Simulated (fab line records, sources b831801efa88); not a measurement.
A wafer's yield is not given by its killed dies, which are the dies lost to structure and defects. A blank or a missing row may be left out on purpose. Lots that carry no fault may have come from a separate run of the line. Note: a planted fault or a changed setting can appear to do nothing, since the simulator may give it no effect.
Code-filled problem report in 8D (eight disciplines) form ; flow gf180mcu ; the parts of the form that need people (team, actions taken, sign-off) are left out

## 1. WHAT WENT WRONG
Wafers free of any fault read 554 (standard deviation 4.8) for MVPSD_TW at GF_MVPSD_TW_MEAS_11, against a mean of 587 on 6 wafers of 2 lots. Relative to the usual mean, that is a shift of +6.9 standard deviations.
First observed at day 8 13:29: wafer L148.1, on filmMetro-03. The record holds 39 wafers of 13 lots with a number at this step. By rule, "out" or "out of limits" means more than 4 standard deviations away from the usual mean. Any other wafer with a number is counted as sound.

## 2. WHAT THIS IS AND IS NOT
question;is;is not
which readings at this step;MVPSD_TW;-
which lots;L148, L149;L134, L135, L137, L138, L139, L140, L141, L145, L147, L152, L156
which wafers of those lots;all that have a number;-
read on which gauges;filmMetro-01, filmMetro-03;filmMetro-04
when;from day 8 13:29;"up to then (27 sound wafers); but 6 sound wafers of L152, L156 came after"

## 3. WHAT RULES OUT EACH SUSPECT
Counting: any tool at a process step up to the reading is kept as a suspect provided that every lot that is out went through it and no sound lot did after the first of them.
- the gauge at GF_MVPSD_TW_MEAS_11: ruled out. Those wafers that are out were read across 2 gauges (filmMetro-01, filmMetro-03).
- implanter-03 at GF_MVPSD_IMPLANT_08: kept. It processed each lot that is out, first L148 at day 8 13:05, and no sound lot thereafter; up to then, the last sound lot it processed was L145 at day 7 21:44. Its own readings are out on those wafers: doseIonsCm2, faradayCurrentUA.
After counting, what remains is implanter-03 at GF_MVPSD_IMPLANT_08.

## 4. THE CAUSE (what the simulator had put in)
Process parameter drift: implanter-03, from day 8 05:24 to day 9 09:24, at GF_MVPSD_IMPLANT_08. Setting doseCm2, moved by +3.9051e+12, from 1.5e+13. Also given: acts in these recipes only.
After counting, this tool was the only one left.

## 5. THE EFFECT CHAIN, in route order
Each row: a reading where the mean over the struck wafers with a number is more than 3 standard deviations away from the usual. Readings are gone through only where the record gives a usual standard deviation; hours: the median, over the lots, of the time from a lot's start at the first step in this table giving one to that lot's start at this step; sigmas: the change measured in usual standard deviations.
hours;step;reading;usual;on struck wafers;change;sigmas
0;GF_MVPSD_IMPLANT_08;doseIonsCm2;1.4999e+13;1.8911e+13;+3.9123e+12;+99 or more
0;GF_MVPSD_IMPLANT_08;faradayCurrentUA;84.5;107.7;+23.2;+14
0;GF_MVPSD_TW_MEAS_11;MVPSD_TW;554;587;+33;+6.9
71;GF_VT_IMPLANT_RS_MEAS_49;MVPSD_RS;1170.3 ohm/sq;1040.1;-130.2;-45
The process steps in it:
- GF_MVPSD_IMPLANT_08
Later steps that measure or inspect, where all struck wafers having a row at the step show a number for every such reading and not one has moved that far: GF_VT_IMPLANT_RS_MEAS_46.

## 6. HOW IT WOULD HAVE BEEN CAUGHT EARLIER
The first out-of-limits reading at a measuring or inspecting step in this record came at day 8 13:29, 8 hours after the fault's start at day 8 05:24.
The tool's own readings at GF_MVPSD_IMPLANT_08 were out on every struck wafer that the step has a row for (doseIonsCm2, faradayCurrentUA): an alarm limit on them would have fired on the first of those.
L149, from the lots that are out (2), started GF_MVPSD_IMPLANT_08 on implanter-03 later than day 8 13:29. Holding the tool at that time would have saved it.
